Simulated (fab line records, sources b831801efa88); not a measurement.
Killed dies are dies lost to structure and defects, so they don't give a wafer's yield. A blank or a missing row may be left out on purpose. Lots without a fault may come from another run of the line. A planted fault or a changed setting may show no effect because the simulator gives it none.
Problem report in the 8D (eight disciplines) form, filled by code | flow sky130 | the parts of the form that need people (team, actions taken, sign-off) are left out

1. THE PROBLEM
killed_at_other at SKY_PAD_OPEN_PROBE_99 reads a mean of 16.0 on 1 wafer of 1 lot; wafers without a fault read 0.3 with a standard deviation of 0.56. That is +28 standard deviations from the usual mean.
First seen on wafer L889.2, day 48 04:36, on prober-01. The record holds 10 wafers of 4 lots with a number at this step. Rule for "out", or "out of limits": more than 4 standard deviations from the usual mean. The other wafers with a number count as sound.

2. WHAT IT IS AND WHAT IT IS NOT
question                    | is                | is not
which readings at this step | killed_at_other   | killed_at_M0_to_M3, killed_at_M4_up, killed_at_contacts, killed_at_front_end, killed_open, killed_short, sort_bin_5_function, sort_bin_6_memory
which lots                  | L889              | L888, L892, L896
which wafers of those lots  | L889.2            | L889.1, L889.3
read on which tools         | prober-01         | prober-02
when                        | from day 48 04:36 | up to then (2 sound wafers); but 7 sound wafers of L889, L892, L896 came after

3. SUSPECTS, AND WHAT RULES EACH OUT
Counting: a tool at a process step up to the reading stays a suspect if it ran every lot that is out. Sound lots after the first of them don't rule it out here, since some wafers of a struck lot are sound.
- rtp_anneal-02 at SKY_NWELL_RTA_28 (time 30 s): kept. It ran the lot that is out, L889 (day 7 18:16); its last sound lot up to then is L888 (day 7 13:16).
- plasma_asher-01 at SKY_LOCAL_INTERCONNECT_STRIP_15 (strips in O2/N2): kept. It ran the lot that is out, L889 (day 33 16:32); its last sound lot up to then is L888 (day 33 04:53).
- rie_diel-03 at SKY_CONTACT_ETCH_18 (etches Si3N4 in CHF3/O2, stops on TiN, time 39 s, target depth 75 nm): kept. It ran the lot that is out, L889 (day 42 15:52). SKY_CONTACT_ETCH_18 gives no start for some lots, so the hours and the order of its lots are those of SKY_CAP2M_CVD_00.
- pecvd-04 at SKY_CAP2M_CVD_00 (deposits SiO2, target thk 15.5 nm): kept. It ran the lot that is out, L889 (day 42 15:52).
- prober-01 at SKY_PAD_OPEN_PROBE_99: kept. It ran the lot that is out, L889 (day 48 04:33). Its own readings are out on those wafers: killed_at_other.
- Within rie_diel-03 at SKY_CONTACT_ETCH_18: the wafers that are out ran in chamber 2; their sound lot-mates ran in chambers 0, 1.
- Within pecvd-04 at SKY_CAP2M_CVD_00: the wafers that are out ran in chamber 2; their sound lot-mates ran in chambers 0, 1.
Left after counting: rtp_anneal-02 at SKY_NWELL_RTA_28, plasma_asher-01 at SKY_LOCAL_INTERCONNECT_STRIP_15, rie_diel-03 at SKY_CONTACT_ETCH_18, pecvd-04 at SKY_CAP2M_CVD_00, prober-01 at SKY_PAD_OPEN_PROBE_99.

4. THE CAUSE (what the simulator had put in)
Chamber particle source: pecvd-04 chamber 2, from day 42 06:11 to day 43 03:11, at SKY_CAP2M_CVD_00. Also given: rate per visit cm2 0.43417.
Counting left 5 suspects, and this tool is among them.

5. THE CHAIN OF EFFECTS, in route order
Each row: a reading whose mean over the struck wafers that have a number lies more than 3 standard deviations from the usual. Only readings for which the record gives a usual standard deviation are gone through. hours: the time from each lot's start at the first step in this table that gives one to its start at this step, as a median over the lots. sigmas: the change in usual standard deviations.
hours | step                  | reading         | usual | on struck wafers | change | sigmas
0     | SKY_PAD_OPEN_PROBE_99 | killed_at_other | 0.3   | 16.0             | +15.7  | +28
0     | SKY_PAD_OPEN_PROBE_99 | killed_on_rim   | 17    | 30               | +13    | +3.0
The process steps in it:
- SKY_PAD_OPEN_PROBE_99

6. WHAT WOULD HAVE CAUGHT IT SOONER
In this record the first reading out of limits was taken at day 48 04:36, 142 hours after the fault began at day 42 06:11.
Of the tool readings at SKY_CAP2M_CVD_00 for which the record gives a usual standard deviation, none was out on any struck wafer, so an alarm limit of 4 standard deviations on them would not have fired.
All the lots that are out (1) had begun SKY_CAP2M_CVD_00 on pecvd-04 by day 48 04:36. A hold on the tool at that time would have spared none of them.
